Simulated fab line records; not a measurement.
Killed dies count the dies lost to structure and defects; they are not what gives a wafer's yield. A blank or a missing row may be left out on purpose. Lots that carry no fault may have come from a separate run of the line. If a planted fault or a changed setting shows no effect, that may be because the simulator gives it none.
Chamber matching || flow sfq line || pecvd-03 running SFQ_TRILAYER_I0_DEP_PECVD_027: 3 sister chambers
The step deposits SiO2 from SiH4/N2O, time 111.11 s, target thk 500 nm. 3 wafers are shown with their chamber, then 7 later ones without.

== WAFERS PAIRED WITH THEIR CHAMBERS ==
{"wafer": "L516.4", "chamber": 1, "heater power w (W)": 99}
{"wafer": "L522.1", "chamber": 0, "heater power w (W)": 122}
{"wafer": "L522.2", "chamber": 2, "heater power w (W)": 91}

== WAFERS WITH NO CHAMBER GIVEN ==
{"wafer": "L522.3", "heater power w (W)": 92}
{"wafer": "L523.1", "heater power w (W)": 122}
{"wafer": "L523.2", "heater power w (W)": 98}
{"wafer": "L523.4", "heater power w (W)": 106}
{"wafer": "L525.1", "heater power w (W)": 119}
{"wafer": "L525.4", "heater power w (W)": 123}
{"wafer": "L525.5", "heater power w (W)": 90}

== WHICH CHAMBER EACH WENT THROUGH ==
{"wafer": "L522.3", "from the rows above": 2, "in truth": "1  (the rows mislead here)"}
{"wafer": "L523.1", "from the rows above": 0, "in truth": 0}
{"wafer": "L523.2", "from the rows above": 1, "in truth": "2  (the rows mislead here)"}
{"wafer": "L523.4", "from the rows above": 1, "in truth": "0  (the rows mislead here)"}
{"wafer": "L525.1", "from the rows above": 0, "in truth": 0}
{"wafer": "L525.4", "from the rows above": 0, "in truth": 0}
{"wafer": "L525.5", "from the rows above": 2, "in truth": 2}
4 of 7 placed correctly. Can't be placed from these rows: 0. Number placed wrongly: 3.
How it was worked out, from the rows above alone: a wafer's distance from a chamber is the root of the sum, over the readings, of the square of ((its reading less the chamber's mean) divided by the reading's scatter). If the next closest chamber is less than 2 further off than the closest, the wafer can't be placed; otherwise it belongs to the closest. For every chamber, the mean is computed from those of its wafers that are shown. The scatter: with one shown wafer a chamber, the root of the mean of the squares of how far each hidden wafer lies from its nearest shown one.
